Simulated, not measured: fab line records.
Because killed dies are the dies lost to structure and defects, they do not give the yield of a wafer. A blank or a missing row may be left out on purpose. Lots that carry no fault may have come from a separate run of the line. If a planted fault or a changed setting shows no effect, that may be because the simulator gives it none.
A lot that was struck, set against a sound lot -- flow sky130 -- 43 out of 708 route steps
Sound: the wafers L922.2, L922.4, L922.6. Wafers struck: L933.2, L933.3, L933.4. The cause is named last.
For every step that has rows: the tool of each side, followed by ch and its chambers, followed by its first start. Under that, the readings that differ: sound wafers -- struck wafers -- difference of the means -- sigmas: that difference in standard deviations of wafers without a fault.
alike: readings whose means differ by less than 2 such deviations, and words and numbers that are the same on both sides. not compared: withheld readings, readings that some wafer has no value for, bounds like >300 that may hide the same value, and numbers for which the record gives no deviation and whose values overlap.
A row with sigmas, a row that says differs or no value, or rows on one side alone: a step with any of these is where the two part. When numbers do not overlap yet have no deviation, they are printed without sigmas and do not part them. A reading that every wafer of one side lacks parts them only if that side has two wafers or more.

first, 2 steps without rows for these wafers: SKY_CONTACT_PEB_12; SKY_CONTACT_DEVELOP_13 (develop time 60 s).
SKY_CONTACT_CD_MEAS_14: target cd 170 nm.
  sound on cd sem-02 at day 31 16:49; struck on cd sem-02 at day 35 08:04
  alike: cd nm
SKY_CONTACT_OVL_MEAS_15:
  sound on overlay-01 at day 31 16:55; struck on overlay-02 at day 35 08:10
  alike: CONTACT_OVL
then, 8 steps without rows for these wafers: SKY_CONTACT_ETCH_16 (etches BARC in N2/H2, stops on SiO2, time 45.9 s, target depth 60 nm); SKY_CONTACT_ETCH_17 (etches SiO2 in C4F8/O2/Ar, stops on Si3N4, target depth 340 nm); SKY_CONTACT_ETCH_18 (etches Si3N4 in CHF3/O2, stops on TiN, time 39 s, target depth 75 nm); SKY_CONTACT_STRIP_19 (strips in O2/N2); SKY_CONTACT_STRIP_20 (strips in post etch residue remover, time 1200 s); SKY_CONTACT_CLEAN_21 (cleans in IPA, time 180 s); SKY_CONTACT_CLEAN_22 (cleans in O3/DIW); SKY_CONTACT_SPUTTER_23 (material TiN, target thk 20 nm, time 80 s).
SKY_CONTACT_CVD_24: deposits W, target thk 340 nm, time 102.12 s.
  sound on cvd w-01 ch 0,1, day 31 17:44; struck on cvd w-02 ch 0,1, day 35 08:59
  alike: heater power w
SKY_CONTACT_RS_MEAS_25: measures by four-point-probe.
  sound on film metro-04 at day 31 17:52; struck on film metro-01 at day 35 09:07
  alike: CONTACT_W_RS
SKY_CONTACT_THK_MEAS_26: measures by xrf.
  sound on film metro-04 at day 31 17:58; struck on film metro-01 at day 35 09:14
  alike: CONTACT_W_THK
SKY_CONTACT_CMP_27: polishes, stops on SiO2, t overpolish 15 s, target thk 0 nm.
  sound on cmp-01 ch 2,3, day 31 18:04; struck on cmp-01 ch 0,1,3, day 35 09:20
  alike: motor current A, overpolish run s, time to endpoint s
SKY_METAL1_SPUTTER_00: material Ti, target thk 15 nm, time 10 s.
  sound on pvd sputter-04 at day 31 18:19; struck on pvd sputter-02 at day 35 09:35
  alike: throttle valve pct
SKY_METAL1_SPUTTER_01: material TiN, target thk 20 nm, time 16.7 s.
  sound on pvd sputter-04 at day 31 18:21; struck on pvd sputter-02 at day 35 09:36
  alike: throttle valve pct
then, 3 steps without rows for these wafers: SKY_METAL1_SPUTTER_02 (material AlCu, target thk 250 nm, time 13.3 s); SKY_METAL1_SPUTTER_03 (material Ti, target thk 5 nm, time 3.3 s); SKY_METAL1_SPUTTER_04 (material TiN, target thk 70 nm, time 58.3 s).
SKY_METAL1_RS_MEAS_05: measures by four-point-probe.
  sound on film metro-04 at day 31 18:29; struck on film metro-02 at day 35 09:44
reading,sound,struck,difference,sigmas
METAL1_ALCU_RS (ohm/sq),0.1258 0.1251 0.1257,0.1300 0.1281 0.1301,+0.0039,+3
SKY_METAL1_THK_MEAS_06: measures by xrf.
  sound on film metro-04 at day 31 18:35; struck on film metro-02 at day 35 09:51
reading,sound,struck,difference,sigmas
METAL1_ALCU_THK (nm),250 250 251,242 246 240,-8,-2
then, 8 steps without rows for these wafers: SKY_METAL1_DEHYDRATE_07 (time 60 s); SKY_METAL1_HMDS_08 (prime time 60 s); SKY_METAL1_COAT_09 (resist thk 60 nm); SKY_METAL1_COAT_10 (resist thk 450 nm); SKY_METAL1_SOFTBAKE_11 (time 87.81 s); SKY_METAL1_EXPOSE_12 (exposes mask MM1, target cd 140 nm); SKY_METAL1_PEB_13; SKY_METAL1_DEVELOP_14 (develop time 60 s).
SKY_METAL1_CD_MEAS_15: target cd 140 nm.
  sound on cd sem-02 at day 32 21:22; struck on cd sem-01 at day 36 11:55
  alike: cd nm
SKY_METAL1_OVL_MEAS_16:
  sound on overlay-02 at day 32 21:28; struck on overlay-01 at day 36 12:01
  alike: METAL1_OVL
SKY_METAL1_DESCUM_17: chemistry O2, time 8 s.
  sound on rie metal-02 ch 0,1, day 32 21:30; struck on rie metal-04 ch 0,1, day 36 12:03
reading,sound,struck,difference,sigmas
drypump motor current A (A),5.04 5.96 5.06,5.95 5.95 5.78,+0.54,+2
  alike: oes product au
  not compared: rf hours counter h
SKY_METAL1_ETCH_18: etches BARC in N2/H2, stops on SiO2, time 45.9 s, target depth 60 nm.
  sound on rie metal-02 ch 0,1, day 32 21:32; struck on rie metal-04 ch 0,1, day 36 12:05
reading,sound,struck,difference,sigmas
drypump motor current A (A),5.07 5.95 5.08,5.96 5.96 5.76,+0.53,+2
  alike: oes product au, throttle valve pct
  not compared: rf hours counter h
then, 6 steps without rows for these wafers: SKY_METAL1_METAL_ETCH_19 (etches the open film in Cl2/BCl3, stops on SiO2, target depth 360 nm, time 78 s); SKY_METAL1_STRIP_20 (strips in O2/N2); SKY_METAL1_STRIP_21 (strips in post etch residue remover, time 1200 s); SKY_METAL1_CLEAN_22 (cleans in IPA, time 180 s); SKY_METAL1_CLEAN_23 (cleans in O3/DIW); SKY_VIA1_HDPCVD_00 (deposits SiO2, target thk 1030 nm, time 171.7 s).
SKY_VIA1_THK_MEAS_01:
  sound on film metro-02 at day 32 22:24; struck on film metro-01 at day 36 12:57
  alike: VIA1_HDPCVD_THK
-- the record jumps here: 12 days lie between the struck wafers' starts before and after (it left off in module VIA1 and takes up again in module PAD_OPEN, whose first step shown is number 708 of the route) --
SKY_PAD_OPEN_PROBE_99:
  sound on prober-01 at day 45 21:28; struck on prober-02 at day 48 15:23
reading,sound,struck,difference,sigmas
killed at contacts,24 15 23,74 84 44,+47,+8
killed dies,78 69 71,121 120 113,+45,+5
  alike: killed_at_M0_to_M3, killed_at_M4_up, killed at front end, killed at other, killed on rim, killed open, killed short

WHERE THEY PART
First at SKY_METAL1_RS_MEAS_05; last, within this record, at SKY_PAD_OPEN_PROBE_99.

WHY: whatever the simulator had introduced
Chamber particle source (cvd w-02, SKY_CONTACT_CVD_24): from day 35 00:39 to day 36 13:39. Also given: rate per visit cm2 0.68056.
